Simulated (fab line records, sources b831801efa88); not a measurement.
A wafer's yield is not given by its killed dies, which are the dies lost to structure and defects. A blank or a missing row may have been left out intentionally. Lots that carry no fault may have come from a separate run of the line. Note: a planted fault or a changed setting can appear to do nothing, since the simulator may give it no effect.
fab line records	flow sky130
record: lots: 13	wafers: 38	lastDay: 50
route steps=708 shown VIA2@519 METAL3@535 PAD_OPEN@708
lots that met no fault: taken from a fault-free run of the same line
startH: the number of hours between the record's first day and the start of the first shown wafer of the lot	waitH: hours elapsed since this lot's preceding step	" unchanged from the row above	L1.1+2: one row covering several wafers at once	- no value present, or no start provided	* or withheld: withheld	< > ~ a bound
route shown NAME@n: NAME is a module with steps in the file, n the number in the route of the first one	usual: the fault-free wafers' mean and standard deviation	same: alike in all rows	chamber/n: place in a boat	sites: the reading at each site	_std_site: how widely they spread, as a standard deviation	_edge_site: outer sites' mean less inner sites'	radiusMm: for every site, how far away it sits from the centre of the wafer	mask NAME#n: copy n	behind: tool/chamber where the wafer was last shaped	hold: what put the lot on hold/how long, in hours/how the hold closed	device: names the non-switching transistor (n, p or np)	end of line: the same wafers' tests at the end of the route	step lacking rows: just its recipe	killed: not the wafer's yield, but the dies lost to structure and defects at the first sort	map: shows each die of a wafer: x if killed, . if not, _ if none is there
set.NAME: setting as actually run; set.NAME@STEP: the setting as run at that earlier step	model.NAME: the simulator's own value behind a step, which no gauge read
steps of the route over a sample of lots; a table a step, a row a wafer
services: when a tool's chamber went out of use (startH, in hours from the record's first day, below 0 if earlier), for how many hours, and the reason
== steps ==
step: SKY_VIA2_CD_MEAS_12
recipe: targetCdNm: 200
usual: cdNm: 200.1/1.7
lot.wafer	tool	chamber	startH	waitH	cdNm
L605.1	cdSem-01	-	845.44	-	199.1
L605.2	"	-	"	"	199.6
L605.3	"	-	"	"	198.8
L606.3	cdSem-02	-	851.94	-	198.0
L606.5	"	-	"	"	198.0
L606.6	"	-	"	"	196.1
L607.1	cdSem-02	-	870.52	-	199.7
L607.2	"	-	"	"	200.5
L607.6	"	-	"	"	201.6
L608.2	cdSem-01	-	873.16	-	200.0
L608.4	"	-	"	"	199.6
L608.6	"	-	"	"	198.3
L612.1	cdSem-01	-	904.64	-	199.5
L612.4	"	-	"	"	201.5
L612.5	"	-	"	"	200.0
L611.1	cdSem-01	-	905.37	-	200.4
L611.3	"	-	"	"	200.2
L611.6	"	-	"	"	200.6
L610.2	cdSem-02	-	907.27	-	200.4
L610.3	"	-	"	"	200.8
L610.5	"	-	"	"	201.7
L613.1	cdSem-01	-	908.29	-	198.6
L613.2	"	-	"	"	198.4
L613.4	"	-	"	"	198.2
L620.5	cdSem-02	-	952.93	-	198.6
L620.6	"	-	"	"	198.3
L621.1	cdSem-01	-	963.05	-	198.4
L621.5	"	-	"	"	199.0
L621.6	"	-	"	"	198.5
L622.1	cdSem-01	-	968.22	-	199.8
L622.5	"	-	"	"	200.2
L622.6	"	-	"	"	201.0
L626.1	cdSem-02	-	989.15	-	201.5
L626.5	"	-	"	"	203.4
L626.6	"	-	"	"	202.4
L628.1	cdSem-01	-	1004.22	-	200.9
L628.4	"	-	"	"	201.6
L628.5	"	-	"	"	201.9
step: SKY_VIA2_THK_MEAS_23
recipe: thkMeasGauge: xrf	reads: W_of_VIA2_CVD_21
usual: VIA2_W_THK: 419/8
lot.wafer	tool	chamber	startH	waitH	VIA2_W_THK[nm]
L605.1	filmMetro-02	-	846.60	0.1	408
L605.2	"	-	"	"	413
L605.3	"	-	"	"	420
L606.3	filmMetro-02	-	853.08	0.1	417
L606.5	"	-	"	"	411
L606.6	"	-	"	"	411
L607.1	filmMetro-01	-	871.69	0.1	418
L607.2	"	-	"	"	409
L607.6	"	-	"	"	411
L608.2	filmMetro-02	-	874.31	0.1	399
L608.4	"	-	"	"	400
L608.6	"	-	"	"	408
L612.1	filmMetro-02	-	906.24	0.1	411
L612.4	"	-	"	"	406
L612.5	"	-	"	"	411
L611.1	filmMetro-04	-	906.63	0.1	435
L611.3	"	-	"	"	426
L611.6	"	-	"	"	423
L610.2	filmMetro-02	-	908.52	0.1	418
L610.3	"	-	"	"	413
L610.5	"	-	"	"	414
L613.1	filmMetro-04	-	909.55	0.1	429
L613.2	"	-	"	"	437
L613.4	"	-	"	"	428
L620.5	filmMetro-02	-	954.06	0.1	421
L620.6	"	-	"	"	417
L621.1	filmMetro-01	-	964.21	0.1	428
L621.5	"	-	"	"	433
L621.6	"	-	"	"	430
L622.1	filmMetro-02	-	969.39	0.1	416
L622.5	"	-	"	"	408
L622.6	"	-	"	"	409
L626.1	filmMetro-02	-	990.31	0.1	419
L626.5	"	-	"	"	420
L626.6	"	-	"	"	419
L628.1	filmMetro-02	-	1005.40	0.1	426
L628.4	"	-	"	"	421
L628.5	"	-	"	"	422
step: SKY_VIA2_CMP_24
recipe: stopOn: SiO2	tOverpolishS: 20	downForcePsi: 3.5	platenRpm: 60	targetThkNm: 0	padVelocityMS: 0.94248
usual: motorCurrentA: 11.1/0.91	overpolishRunS: 19.999/0.0092	timeToEndpointS: 101/3.1
lot.wafer	tool	chamber	startH	waitH	motorCurrentA	overpolishRunS	timeToEndpointS
L605.2	cmp-02	1	846.66	0.0	11.7	20.015	100
L605.3	"	2	"	"	11.1	20.022	104
L605.1	"	3	"	"	10.9	20.009	98
L606.3	cmp-02	3	853.36	0.3	10.8	19.984	102
L606.5	"	1	"	"	11.9	19.990	100
L606.6	"	2	"	"	11.5	19.992	102
L607.1	cmp-01	0	871.85	0.1	11.8	19.998	96
L607.2	"	1	"	"	10.6	20.016	99
L607.6	"	3	"	"	9.4	19.995	96
L608.4	cmp-02	1	874.41	0.1	11.6	20.003	99
L608.2	"	3	"	"	11.1	20.011	96
L608.6	"	0	"	"	11.6	20.001	101
L612.4	cmp-01	3	906.35	0.1	9.3	19.993	96
L612.1	"	1	"	"	10.1	19.995	96
L612.5	"	2	"	"	12.0	20.000	98
L611.1	cmp-01	1	906.69	0.1	9.6	20.005	99
L611.3	"	3	"	"	9.2	19.991	100
L611.6	"	2	"	"	11.2	19.989	99
L610.3	cmp-02	3	908.57	0.0	11.2	19.990	99
L610.2	"	0	"	"	11.6	20.011	99
L610.5	"	3	"	"	10.8	19.976	97
L613.4	cmp-01	1	909.61	0.0	10.1	19.981	101
L613.1	"	2	"	"	12.5	19.995	100
L613.2	"	3	"	"	9.3	19.991	103
L620.6	cmp-01	2	954.28	0.2	11.5	19.985	104
L620.5	"	3	"	"	9.3	0.036	158
L621.1	cmp-01	2	964.42	0.2	11.4	19.989	101
L621.6	"	3	"	"	9.0	20.010	103
L621.5	"	0	"	"	11.3	0.039	159
L622.1	cmp-01	1	969.55	0.1	10.3	19.992	107
L622.6	"	3	"	"	10.0	19.993	104
L622.5	"	0	"	"	11.7	0.045	155
L626.1	cmp-02	2	990.52	0.2	11.1	19.998	102
L626.6	"	3	"	"	11.2	20.012	98
L626.5	"	0	"	"	11.5	19.999	102
L628.4	cmp-02	2	1005.46	0.0	11.2	19.983	108
L628.1	"	3	"	"	10.8	20.000	107
L628.5	"	3	"	"	11.0	20.006	102
step: SKY_METAL3_SPUTTER_03
recipe: material: Ti	targetThkNm: 5	powerW: 3000	timeS: 3.3	chamberPressurePa: 0.4
usual: throttleValvePct: 30.1/0.71
same: timeS: 3.3
lot.wafer	tool	chamber	startH	waitH	throttleValvePct
L605.1	pvdSputter-03	-	847.05	0.0	30.3
L605.2	"	-	"	"	30.7
L605.3	"	-	"	"	30.3
L606.3	pvdSputter-03	-	853.65	0.0	30.9
L606.5	"	-	"	"	30.7
L606.6	"	-	"	"	30.8
L607.1	pvdSputter-04	-	872.14	0.0	29.5
L607.2	"	-	"	"	29.2
L607.6	"	-	"	"	28.9
L608.2	pvdSputter-02	-	874.75	0.0	30.7
L608.4	"	-	"	"	30.0
L608.6	"	-	"	"	28.7
L612.1	pvdSputter-03	-	906.68	0.0	30.3
L612.4	"	-	"	"	30.6
L612.5	"	-	"	"	30.7
L611.1	pvdSputter-02	-	907.08	0.0	29.8
L611.3	"	-	"	"	30.4
L611.6	"	-	"	"	28.5
L610.2	pvdSputter-04	-	908.96	0.0	29.8
L610.3	"	-	"	"	30.4
L610.5	"	-	"	"	30.9
L613.1	pvdSputter-03	-	910.00	0.0	31.1
L613.2	"	-	"	"	30.5
L613.4	"	-	"	"	30.6
L620.6	pvdSputter-04	-	954.48	0.0	30.1
L621.1	pvdSputter-04	-	964.66	0.0	31.0
L621.6	"	-	"	"	31.0
L622.1	pvdSputter-03	-	969.83	0.0	30.7
L622.6	"	-	"	"	30.7
L626.1	pvdSputter-04	-	990.76	0.0	29.6
L626.5	"	-	"	"	30.1
L626.6	"	-	"	"	29.7
L628.1	pvdSputter-02	-	1005.84	0.0	30.2
L628.4	"	-	"	"	28.9
L628.5	"	-	"	"	29.9
step: SKY_PAD_OPEN_PROBE_99
usual: defectLimitedYield: 82.2/1.9	killed_at_M0_to_M3: 43/6.5	killed_at_M4_up: 3.5/1.9	killedAtContacts: 24/5.4	killedAtFrontEnd: 16/4.8	killedAtOther: 0.4/0.64	killedDies: 87/9.4	killedOnRim: 18/4.1	killedOpen: 47/7	killedShort: 40/6.3	sort_bin_3_pad_short: 0.9/0.4	sort_bin_5_function: 10.5/1.4	sort_bin_6_memory: 6.3/1.1	sortNPass: 405/9.4	sortYieldPct: 82.2/1.9
same: grossDies: 492	killedAtBackSide: 0	sort_bin_4_leakage[%]: 0	sort_bin_8_speed[%]: 0
lot.wafer	tool	chamber	startH	waitH	defectLimitedYield[%]	killed_at_M0_to_M3	killed_at_M4_up	killedAtContacts	killedAtFrontEnd	killedAtOther	killedDies	killedOnRim	killedOpen	killedShort	sort_bin_3_pad_short[%]	sort_bin_5_function[%]	sort_bin_6_memory[%]	sortNPass	sortYieldPct[%]
L605.1	prober-02	-	1072.59	0.1	80.1	40	6	28	24	0	98	19	55	43	0.6	11.2	8.1	394	80.1
L605.2	prober-02	-	1072.64	0.1	79.5	55	3	25	18	0	101	20	58	43	1.0	11.0	8.5	391	79.5
L605.3	prober-02	-	1072.69	0.2	79.7	45	4	26	25	0	100	16	54	46	0.8	14.0	5.5	392	79.7
L607.1	prober-01	-	1093.27	0.1	79.1	55	2	25	21	0	103	22	45	58	0.8	13.8	6.3	389	79.1
L607.2	prober-01	-	1093.32	0.1	82.7	44	3	22	16	0	85	20	45	40	1.0	9.8	6.5	407	82.7
L607.6	prober-01	-	1093.52	0.2	82.1	51	5	23	9	0	88	18	45	43	0.6	11.6	5.7	404	82.1
L610.2	prober-02	-	1124.19	0.1	83.5	47	2	21	11	0	81	20	39	42	1.2	9.8	5.5	411	83.5
L610.3	prober-02	-	1124.24	0.2	82.5	35	2	39	10	0	86	20	50	36	0.2	10.4	6.9	406	82.5
L610.5	prober-02	-	1124.34	0.2	82.3	34	7	32	14	0	87	15	50	37	0.2	11.4	6.1	405	82.3
L613.1	prober-01	-	1124.51	0.1	78.5	60	1	25	20	0	106	21	56	50	0.8	14.2	6.5	386	78.5
L613.2	prober-01	-	1124.56	0.1	77.8	53	4	33	19	0	109	21	58	50	1.2	10.2	10.8	383	77.8
L613.4	prober-01	-	1124.66	0.2	81.3	48	3	28	13	0	92	15	51	41	0.6	10.2	7.9	400	81.3
L620.5	prober-01	-	1157.51	0.2	0	444	7	25	16	0	492	96	46	41	83.1	10.6	6.3	0	0
L620.6	prober-01	-	1157.56	0.2	82.5	42	5	18	19	2	86	22	32	54	0.8	10.8	5.9	406	82.5
L621.1	prober-02	-	1165.10	0.1	78.7	47	6	31	21	0	105	26	62	43	0.6	12.8	7.9	387	78.7
L621.5	prober-02	-	1165.30	0.2	0	450	5	22	15	0	492	96	45	34	84.6	10.0	5.5	0	0
L621.6	prober-02	-	1165.35	0.2	83.3	41	3	22	16	0	82	14	53	29	0.4	10.4	5.9	410	83.3
L622.1	prober-01	-	1168.31	0.1	81.5	56	6	19	9	1	91	21	43	47	1.0	11.8	5.7	401	81.5
L622.5	prober-01	-	1168.51	0.2	0	448	5	23	15	1	492	96	49	38	83.1	10.0	6.9	0	0
L622.6	prober-01	-	1168.56	0.2	82.7	49	3	20	13	0	85	19	45	40	0.8	11.8	4.7	407	82.7
killed by level:class
L605.1 CONTACT:geometricParticle:open=9 VIA1:geometricParticle:open=9 FIELD_ISO:geometricParticle:open=8 LI_CONTACT:geometricParticle:open=8 CONTACT:geometricParticle:short=5 METAL2:geometricParticle:short=5 LI_CONTACT:geometricParticle:short=4 METAL1:geometricParticle:open=4
L605.2 VIA1:geometricParticle:open=15 FIELD_ISO:geometricParticle:short=8 CONTACT:geometricParticle:short=8 VIA2:geometricParticle:open=8 CONTACT:geometricParticle:open=7 LI_CONTACT:geometricParticle:open=7 FIELD_ISO:geometricParticle:open=5 METAL2:geometricParticle:short=5
L605.3 CONTACT:geometricParticle:open=9 VIA1:geometricParticle:open=9 VIA1:geometricParticle:short=8 VIA2:geometricParticle:open=8 FIELD_ISO:geometricParticle:open=7 FIELD_ISO:geometricParticle:short=6 LI_CONTACT:geometricParticle:open=6 METAL1:geometricParticle:short=6
L607.1 VIA1:geometricParticle:short=11 VIA1:geometricParticle:open=10 CONTACT:geometricParticle:open=9 POLY_GATE:geometricParticle:short=8 VIA2:geometricParticle:open=6 METAL3:geometricParticle:short=6 CONTACT:geometricParticle:short=6 VIA3:geometricParticle:open=6
L607.2 CONTACT:geometricParticle:open=8 METAL1:geometricParticle:short=8 VIA1:geometricParticle:open=8 VIA3:geometricParticle:open=7 CONTACT:geometricParticle:short=5 LI_CONTACT:geometricParticle:open=4 LOCAL_INTERCONNECT:geometricParticle:short=4 VIA1:geometricParticle:short=4
L607.6 VIA1:geometricParticle:open=12 CONTACT:geometricParticle:open=9 METAL1:geometricParticle:short=7 VIA2:geometricParticle:open=7 CONTACT:geometricParticle:short=6 VIA3:geometricParticle:open=6 VIA1:geometricParticle:short=5 FIELD_ISO:geometricParticle:short=4
L610.2 VIA2:geometricParticle:open=13 METAL2:geometricParticle:short=9 LI_CONTACT:geometricParticle:open=8 LOCAL_INTERCONNECT:geometricParticle:short=6 VIA1:geometricParticle:open=6 VIA3:geometricParticle:open=5 CONTACT:geometricParticle:short=4 METAL1:geometricParticle:short=4
L610.3 LI_CONTACT:geometricParticle:open=12 CONTACT:geometricParticle:open=10 LOCAL_INTERCONNECT:geometricParticle:short=7 VIA2:geometricParticle:open=7 VIA1:geometricParticle:open=6 CONTACT:geometricParticle:short=5 VIA1:geometricParticle:short=5 POLY_GATE:geometricParticle:open=4
L610.5 CONTACT:geometricParticle:open=12 LI_CONTACT:geometricParticle:open=10 VIA1:geometricParticle:open=8 METAL4:geometricParticle:short=7 VIA1:geometricParticle:short=5 POLY_GATE:geometricParticle:open=4 LI_CONTACT:geometricParticle:short=4 CONTACT:geometricParticle:short=4
L613.1 VIA1:geometricParticle:open=13 VIA2:geometricParticle:open=9 LI_CONTACT:geometricParticle:open=8 CONTACT:geometricParticle:open=8 METAL1:geometricParticle:short=8 VIA3:geometricParticle:open=7 FIELD_ISO:geometricParticle:short=6 VIA3:geometricParticle:short=6
L613.2 VIA1:geometricParticle:open=12 CONTACT:geometricParticle:open=10 METAL2:geometricParticle:short=9 LI_CONTACT:geometricParticle:open=9 VIA3:geometricParticle:open=8 CONTACT:geometricParticle:short=7 SPACER:geometricParticle:short=6 METAL1:geometricParticle:short=6
L613.4 VIA1:geometricParticle:open=13 LI_CONTACT:geometricParticle:open=10 VIA1:geometricParticle:short=8 VIA2:geometricParticle:open=8 VIA3:geometricParticle:open=7 CONTACT:geometricParticle:open=6 FIELD_ISO:geometricParticle:open=5 LI_CONTACT:geometricParticle:short=5
L620.5 VIA2:areaCmp=405 VIA1:geometricParticle:open=10 LI_CONTACT:geometricParticle:open=9 CONTACT:geometricParticle:open=8 METAL4:geometricParticle:short=6 LOCAL_INTERCONNECT:geometricParticle:short=5 VIA3:geometricParticle:open=5 FIELD_ISO:geometricParticle:open=4
L620.6 METAL2:geometricParticle:short=8 FIELD_ISO:geometricParticle:short=6 METAL1:geometricParticle:short=6 VIA1:geometricParticle:short=6 CONTACT:geometricParticle:open=5 LOCAL_INTERCONNECT:geometricParticle:short=5 VIA1:geometricParticle:open=5 METAL4:geometricParticle:short=5
L621.1 VIA1:geometricParticle:open=14 CONTACT:geometricParticle:open=11 LI_CONTACT:geometricParticle:open=9 FIELD_ISO:geometricParticle:open=7 VIA3:geometricParticle:open=7 FIELD_ISO:geometricParticle:short=6 CONTACT:geometricParticle:short=6 VIA1:geometricParticle:short=5
L621.5 VIA2:areaCmp=413 CONTACT:geometricParticle:open=8 VIA1:geometricParticle:open=8 VIA2:geometricParticle:open=6 VIA3:geometricParticle:open=6 POLY_GATE:geometricParticle:open=5 CONTACT:geometricParticle:short=5 VIA2:geometricParticle:short=4
L621.6 VIA1:geometricParticle:open=15 LI_CONTACT:geometricParticle:open=10 VIA3:geometricParticle:open=8 POLY_GATE:geometricParticle:open=6 CONTACT:geometricParticle:open=6 METAL2:geometricParticle:short=4 VIA1:geometricParticle:short=4 VIA3:geometricParticle:short=4
L622.1 METAL2:geometricParticle:short=13 VIA1:geometricParticle:open=9 LI_CONTACT:geometricParticle:open=7 CONTACT:geometricParticle:open=7 VIA2:geometricParticle:short=7 VIA2:geometricParticle:open=6 METAL1:geometricParticle:short=5 METAL1:geometricParticle:open=4
L622.5 VIA2:areaCmp=405 VIA1:geometricParticle:open=8 CONTACT:geometricParticle:open=7 VIA3:geometricParticle:open=7 FIELD_ISO:geometricParticle:open=6 LI_CONTACT:geometricParticle:open=6 VIA2:geometricParticle:open=6 METAL2:geometricParticle:short=6
L622.6 VIA1:geometricParticle:open=10 METAL2:geometricParticle:short=8 LI_CONTACT:geometricParticle:open=7 CONTACT:geometricParticle:open=7 VIA3:geometricParticle:open=7 FIELD_ISO:geometricParticle:short=6 VIA2:geometricParticle:open=6 POLY_GATE:geometricParticle:short=5
== services ==
tool	chamber	startH	hours	kind
cmp-01	-	849.92	7.5	pm
pvdSputter-02	-	870.27	2.4	repair
pvdSputter-04	-	872.23	7.8	repair
pvdSputter-04	-	879.08	1.4	repair
cmp-02	-	887.99	2.6	repair
cmp-02	-	912.00	4.0	pm
cmp-02	-	916.00	-	consumableReplace:conditioner
cmp-02	-	916.00	-	consumableReplace:pad
cmp-02	-	916.32	6.9	pm
pvdSputter-04	-	933.97	2.4	repair
pvdSputter-03	-	943.03	1.7	repair
pvdSputter-02	-	982.11	11.9	repair
pvdSputter-03	-	994.44	5.8	repair
cmp-02	-	994.74	6.1	pm
pvdSputter-03	-	995.29	14.7	repair
pvdSputter-04	-	1005.31	0.9	repair
== key ==
firstSign: step: SKY_VIA2_CMP_24	reading: overpolishRunS	direction: down	sigmas: 99+	usual: 19.999	struck: 0.040
effect: step: SKY_VIA2_CMP_24	reading: timeToEndpointS	direction: up	sigmas: 18	usual: *	struck: *
effect: step: SKY_PAD_OPEN_PROBE_99	reading: sort_bin_3_pad_short	direction: up	sigmas: 99+	usual: 0.9	struck: 83.6
moreKillsBornAt: SKY_VIA2_CMP_24@cmp-01: 1223
metAt SKY_VIA2_CMP_24
struckLots L620,L621,L622
struckWafers L620.5,L621.5,L622.5
laterRowsLeftOut L620.5,L621.5,L622.5
notActingAt SKY_VIA2_CD_MEAS_12,SKY_VIA2_THK_MEAS_23,SKY_METAL3_SPUTTER_03
onsetBetween 909.61 954.28
fault: kind: processParameterDrift	tool: cmp-01	chamber: -	onsetH: 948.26	steps: SKY_VIA2_CMP_24	channel: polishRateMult	offset: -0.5	shape: step	endH: 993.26	scope: struckWafersOnly
laterRowsLeftOut: the simulator's readings of these wafers behind a module that went badly wrong aren't trusted and aren't shown, but for the sort
